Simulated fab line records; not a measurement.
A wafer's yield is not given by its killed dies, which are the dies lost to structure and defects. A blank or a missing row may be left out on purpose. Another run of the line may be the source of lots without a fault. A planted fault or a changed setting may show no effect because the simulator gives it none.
What tool caused it? + flow gf180mcu + 18 wafers from 6 lots sampled at 2 of the route's 602 steps

## WHAT THE GAUGES READ, wafer by wafer
GF_MIM_RS_MEAS_10: the measuring method here is four-point-probe.
| lot  | measured     | on            | MIM_ALCU_RS (ohm/sq) |
|------|--------------|---------------|----------------------|
| L781 | day 25 09:35 | film-metro-03 | 0.1613 0.1591 0.1600 |
| L786 | day 27 08:36 | film-metro-04 | 0.1622 0.1612 0.1614 |
| L788 | day 27 19:59 | film-metro-01 | 0.1593 0.1592 0.1581 |
| L790 | day 28 11:14 | film-metro-01 | 0.1597 0.1595 0.1587 |
| L798 | day 30 17:05 | film-metro-04 | 0.1611 0.1617 0.1610 |
| L800 | day 31 08:40 | film-metro-01 | 0.1622 0.1615 0.1637 |

## TOOL THAT RAN EACH LOT (tool first, then ch and the chambers of the sampled wafers, then the start)
| lot  | GF_MIM_SPUTTER_09            |
|------|------------------------------|
| L781 | pvd-sputter-02, day 25 09:32 |
| L786 | pvd-sputter-04, day 27 08:31 |
| L788 | pvd-sputter-04, day 27 19:55 |
| L790 | pvd-sputter-04, day 28 11:08 |
| L798 | pvd-sputter-04, day 30 17:02 |
| L800 | pvd-sputter-02, day 31 08:38 |
- GF_MIM_SPUTTER_09: material TiN, target thk 35 nm, time 29.2 s.

## THE ANSWER, worked out from the rows above alone
Rule: the usual values come from the lots themselves. Put in order of their means at a reading, lots are off if they are a third of the lots or fewer, leave a main group of 4 or more, and stand apart from it by a gap of 3 or more times the standard deviation of the main group's means; of several such gaps the widest counts. The tables above print the reading to a certain number of digits; a main group whose means all agree to those digits is not used. A lot without any number at a reading at which 4 lots or more have one is off too. Any other lot the step has rows for is counted as sound.
No lot is off at any reading shown: from this, nothing can be told.

## WHAT THE SIMULATOR PUT IN
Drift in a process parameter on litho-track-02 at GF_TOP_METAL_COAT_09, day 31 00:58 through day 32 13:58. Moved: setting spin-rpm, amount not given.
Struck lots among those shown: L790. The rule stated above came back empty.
